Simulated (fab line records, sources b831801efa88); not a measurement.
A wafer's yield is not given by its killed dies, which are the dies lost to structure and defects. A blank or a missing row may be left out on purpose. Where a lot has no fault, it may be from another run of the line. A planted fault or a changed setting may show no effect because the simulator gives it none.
Matching of chambers / flow gf180mcu / 3 sister chambers for GF_CONTACT_CVD_00 on hdpcvd-02
The step deposits SiO2, target thk 300 nm, time 50 s. 18 wafers are shown with their chamber, then 9 later ones without.

== WAFERS WITH THEIR CHAMBER ==
wafer=L420.2; chamber=2; sih4_flow_sccm (sccm)=60.17
wafer=L420.4; chamber=0; sih4_flow_sccm (sccm)=59.94
wafer=L420.6; chamber=1; sih4_flow_sccm (sccm)=60.01
wafer=L421.1; chamber=2; sih4_flow_sccm (sccm)=60.31
wafer=L421.3; chamber=1; sih4_flow_sccm (sccm)=60.41
wafer=L421.6; chamber=1; sih4_flow_sccm (sccm)=60.16
wafer=L422.3; chamber=0; sih4_flow_sccm (sccm)=59.96
wafer=L422.5; chamber=0; sih4_flow_sccm (sccm)=59.91
wafer=L422.6; chamber=2; sih4_flow_sccm (sccm)=60.02
wafer=L436.3; chamber=0; sih4_flow_sccm (sccm)=59.68
wafer=L436.5; chamber=0; sih4_flow_sccm (sccm)=59.78
wafer=L436.6; chamber=1; sih4_flow_sccm (sccm)=59.84
wafer=L437.1; chamber=1; sih4_flow_sccm (sccm)=60.01
wafer=L437.2; chamber=0; sih4_flow_sccm (sccm)=59.80
wafer=L437.6; chamber=2; sih4_flow_sccm (sccm)=60.15
wafer=L439.1; chamber=2; sih4_flow_sccm (sccm)=59.95
wafer=L439.3; chamber=0; sih4_flow_sccm (sccm)=59.90
wafer=L439.5; chamber=1; sih4_flow_sccm (sccm)=59.90

SIGNATURES, as means of the wafers listed above
reading=sih4_flow_sccm; chamber 0=59.8529; chamber 1=60.0550; chamber 2=60.1200; scatter within a chamber=0.153
Rule: a wafer's distance from a chamber is the root of the sum, over the readings, of the square of ((its reading less the chamber's mean) divided by the reading's scatter). If the next closest chamber is less than 2 further off than the closest, the wafer can't be placed; otherwise it belongs to the closest. The scatter is the square root of a quotient: the sum, over the shown wafers, of each reading's squared deviation from its chamber's mean, divided by wafers minus chambers.

== WAFERS WITH NO CHAMBER GIVEN ==
wafer=L440.1; sih4_flow_sccm (sccm)=60.15
wafer=L440.4; sih4_flow_sccm (sccm)=59.95
wafer=L440.6; sih4_flow_sccm (sccm)=59.44
wafer=L442.1; sih4_flow_sccm (sccm)=59.99
wafer=L442.4; sih4_flow_sccm (sccm)=60.09
wafer=L442.5; sih4_flow_sccm (sccm)=59.71
wafer=L443.2; sih4_flow_sccm (sccm)=59.84
wafer=L443.3; sih4_flow_sccm (sccm)=60.36
wafer=L443.4; sih4_flow_sccm (sccm)=59.94

== WHICH CHAMBER EACH ONE RAN IN ==
wafer=L440.1; from the rows above=can't be placed: 2 or 1 or 0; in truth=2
wafer=L440.4; from the rows above=can't be placed: 0 or 1 or 2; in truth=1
wafer=L440.6; from the rows above=can't be placed: 0 or 1 or 2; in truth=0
wafer=L442.1; from the rows above=can't be placed: 1 or 2 or 0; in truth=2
wafer=L442.4; from the rows above=can't be placed: 2 or 1 or 0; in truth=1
wafer=L442.5; from the rows above=can't be placed: 0 or 1 or 2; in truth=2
wafer=L443.2; from the rows above=can't be placed: 0 or 1 or 2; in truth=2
wafer=L443.3; from the rows above=can't be placed: 2 or 1 or 0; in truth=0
wafer=L443.4; from the rows above=can't be placed: 0 or 1 or 2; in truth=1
0 of 9 placed correctly. Cannot be placed on the basis of these rows: 9; the candidates contain the true chamber in 9. 0 placed wrongly.
